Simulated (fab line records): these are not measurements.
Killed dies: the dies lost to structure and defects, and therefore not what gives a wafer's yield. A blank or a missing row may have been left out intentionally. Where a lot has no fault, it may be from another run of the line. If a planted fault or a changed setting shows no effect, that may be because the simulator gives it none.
Code-filled problem report in 8D (eight disciplines) form ; flow gf180mcu ; the parts of the form that need people (team, actions taken, sign-off) are left out

== 1. THE PROBLEM ==
Across 6 wafers from 3 lots, V4_W_RS at GF_V4_RS_MEAS_24 averages 0.222 ohm/sq, while fault-free wafers read 0.327 ohm/sq with a standard deviation of 0.0033. Measured from the usual mean, that is -32 standard deviations.
The step: measures by four-point-probe.
Seen first at day 27 19:34 on film-metro-01, wafer L279.4. The record has a number at this step for 33 wafers belonging to 11 lots. By rule, "out" or "out of limits" means more than 4 standard deviations away from the usual mean. Any other wafer with a number is counted as sound.

== 2. WHAT IT IS, AND WHAT IT ISN'T ==
question;is;is not
which readings at this step;V4_W_RS;-
which lots;L279, L280, L281;L269, L271, L273, L274, L275, L287, L288, L290
which wafers of those lots;L279.4, L279.5, L280.3, L281.1, L281.2, L281.6;L279.6, L280.1, L280.6
read on which gauges;film-metro-01, film-metro-02, film-metro-03;-
when;from day 27 19:34;"up to then (16 sound wafers); but 11 sound wafers of L280, L287, L288, L290 came after"

== 3. SUSPECTS, AND WHAT RULES EACH OUT ==
Counting: if a tool at a process step up to the reading ran every lot that is out, it stays a suspect. Sound lots after the first of them don't rule it out here, since some wafers of a struck lot are sound.
- the gauge at GF_V4_RS_MEAS_24 has been ruled out. Those wafers that are out were read across 3 gauges (film-metro-01, film-metro-02, film-metro-03).
- cvd-w-01 at GF_V4_CVD_23 (deposits W, target thk 350 nm, time 104.9 s): kept. Ran every lot that is out, first one L279 (day 27 19:25); last sound lot up to then L275 (day 26 12:28).
- The sound lot-mates ran in chamber 0 of cvd-w-01 at GF_V4_CVD_23, but the wafers that are out ran in chamber 1.
After counting, what remains is cvd-w-01 at GF_V4_CVD_23.

== 4. THE CAUSE (what the simulator had put in) ==
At GF_V4_CVD_23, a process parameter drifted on cvd-w-01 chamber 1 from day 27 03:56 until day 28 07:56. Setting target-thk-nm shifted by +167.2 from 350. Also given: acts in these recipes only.
Counting left only this tool.

== 5. THE CHAIN OF EFFECTS, in route order ==
Each row: a reading whose mean over the struck wafers that have a number lies more than 3 standard deviations from the usual. Scope: only readings with a usual standard deviation given in the record; hours: median across lots of the time from each lot's start at the first step in this table that gives one to its start at this step; sigmas: change in usual standard deviations.
hours;step;reading;usual;on struck wafers;change;sigmas
0;GF_V4_RS_MEAS_24;V4_W_RS;0.327 ohm/sq;0.222;-0.106;-32
0;GF_V4_THK_MEAS_25;V4_W_THK;338 nm;487;+149;+36
0;GF_V4_CMP_26;time-to-endpoint-s;87 s;126;+39;+10
Its process steps:
- GF_V4_CMP_26: polishes, stops on SiO2, t overpolish 15 s, target thk 0 nm.

== 6. HOW IT WOULD HAVE BEEN CAUGHT EARLIER ==
In this record the first reading out of limits at a measuring or inspecting step was taken at day 27 19:34, 16 hours after the fault began at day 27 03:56.
Of the tool readings at GF_V4_CVD_23 for which the record gives a usual standard deviation, none was out on any struck wafer, so an alarm limit of 4 standard deviations on them would not have fired.
Among the 3 lots that are out, L280, L281 began GF_V4_CVD_23 on cvd-w-01 after day 27 19:34. A hold on the tool at that time would have spared those 2.
